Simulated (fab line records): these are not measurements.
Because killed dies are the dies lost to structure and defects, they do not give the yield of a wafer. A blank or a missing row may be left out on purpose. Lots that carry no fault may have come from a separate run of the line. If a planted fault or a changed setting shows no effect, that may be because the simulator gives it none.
A struck lot beside a sound one || flow sky130 || 14 out of 708 route steps
Sound: wafers L634.3, L634.5, L634.6. The struck wafers were L648.1, L648.2, L648.4. The cause comes at the end.
Each step with rows lists, per side, the tool, then ch with its chambers, then its first start. Under that, the readings that differ: sound wafers || struck wafers || difference of the means || sigmas: that difference in standard deviations of wafers without a fault.
alike: same words and numbers on both sides, and readings whose means sit less than 2 such deviations apart. not compared: any withheld reading, any reading some wafer has no value for, any bound like >300 that may hide the same value, and any number with overlapping values for which the record gives no deviation.
A row with sigmas, a row that says differs or no value, or rows on one side alone: a step with any of these is where the two part. Numbers that have no deviation but don't overlap get no sigmas and don't part them. A reading that every wafer of one side lacks parts them only if that side has two wafers or more.

first, 1 step without rows for these wafers: SKY_METAL1_DEVELOP_14 (develop time 60 s).
SKY_METAL1_CD_MEAS_15 targets a cd of 140 nm.
  sound on cd sem-02, day 34 04:36; struck on cd sem-02, day 38 15:35
  alike: cd nm
SKY_METAL1_OVL_MEAS_16:
  sound on overlay-01, day 34 04:41; struck on overlay-02, day 38 15:42
  alike: METAL1_OVL
SKY_METAL1_DESCUM_17: chemistry O2, time 8 s.
  sound on rie metal-02 ch 0,1, day 34 04:44; struck on rie metal-01 ch 0,1, day 38 15:44
  alike: drypump motor current A, oes product au
  not compared: rf hours counter h
SKY_METAL1_ETCH_18: etches BARC in N2/H2, stops on SiO2, time 45.9 s, target depth 60 nm.
  sound on rie metal-02 ch 0,1, day 34 04:46; struck on rie metal-01 ch 0,1, day 38 15:46
  alike: drypump motor current A, oes product au, throttle valve pct
  not compared: rf hours counter h
SKY_METAL1_METAL_ETCH_19: etches the open film in Cl2/BCl3, stops on SiO2, target depth 360 nm, time 78 s.
  sound on rie metal-02 ch 0,1, day 34 04:50; struck on rie metal-01 ch 0,1, day 38 15:50
  alike: bcl3 flow sccm, drypump motor current A, oes product au, throttle valve pct
  not compared: rf hours counter h
SKY_METAL1_STRIP_20: strips in O2/N2.
  sound on plasma asher-02 ch 0,1, day 34 04:56; struck on plasma asher-02 ch 0,1, day 38 15:55
  alike: drypump motor current A, oes product au, strip time to endpoint s
  not compared: rf hours counter h
then, 4 steps without rows for these wafers: SKY_METAL1_STRIP_21 (strips in post etch residue remover, time 1200 s); SKY_METAL1_CLEAN_22 (cleans in IPA, time 180 s); SKY_METAL1_CLEAN_23 (cleans in O3/DIW); SKY_VIA1_HDPCVD_00 (deposits SiO2, target thk 1030 nm, time 171.7 s).
SKY_VIA1_THK_MEAS_01:
  sound on film metro-04, day 34 05:38; struck on film metro-02, day 38 16:38
  alike: VIA1_HDPCVD_THK
SKY_VIA1_CMP_02: polishes SiO2.
  sound on cmp-02 ch 0,1,3, day 34 06:08; struck on cmp-02 ch 0,1,2, day 38 16:44
  no value came back on the struck wafers for edge zone pressure frac, head pressure psi (psi), motor current A (A); on the sound wafers edge zone pressure frac reads 0.998 0.998 0.998
{"reading": "model.SiO2_of_VIA1_HDPCVD_00.thk nm (nm)", "sound": "344.8 345.5 345.4", "struck": "1031 1040 1045", "difference": "+693", "sigmas": ""}
SKY_VIA1_BOW_MEAS_03:
  sound on film metro-04, day 34 06:23; struck on film metro-04, day 38 17:16
{"reading": "VIA1_BOW (um)", "sound": "76 74 78", "struck": "- - -", "difference": "no value on the struck wafers", "sigmas": ""}
  not compared: hold

## WHERE THEY PART
First at SKY_VIA1_CMP_02; last, within this record, at SKY_VIA1_BOW_MEAS_03.

WHY: the cause the simulator had injected
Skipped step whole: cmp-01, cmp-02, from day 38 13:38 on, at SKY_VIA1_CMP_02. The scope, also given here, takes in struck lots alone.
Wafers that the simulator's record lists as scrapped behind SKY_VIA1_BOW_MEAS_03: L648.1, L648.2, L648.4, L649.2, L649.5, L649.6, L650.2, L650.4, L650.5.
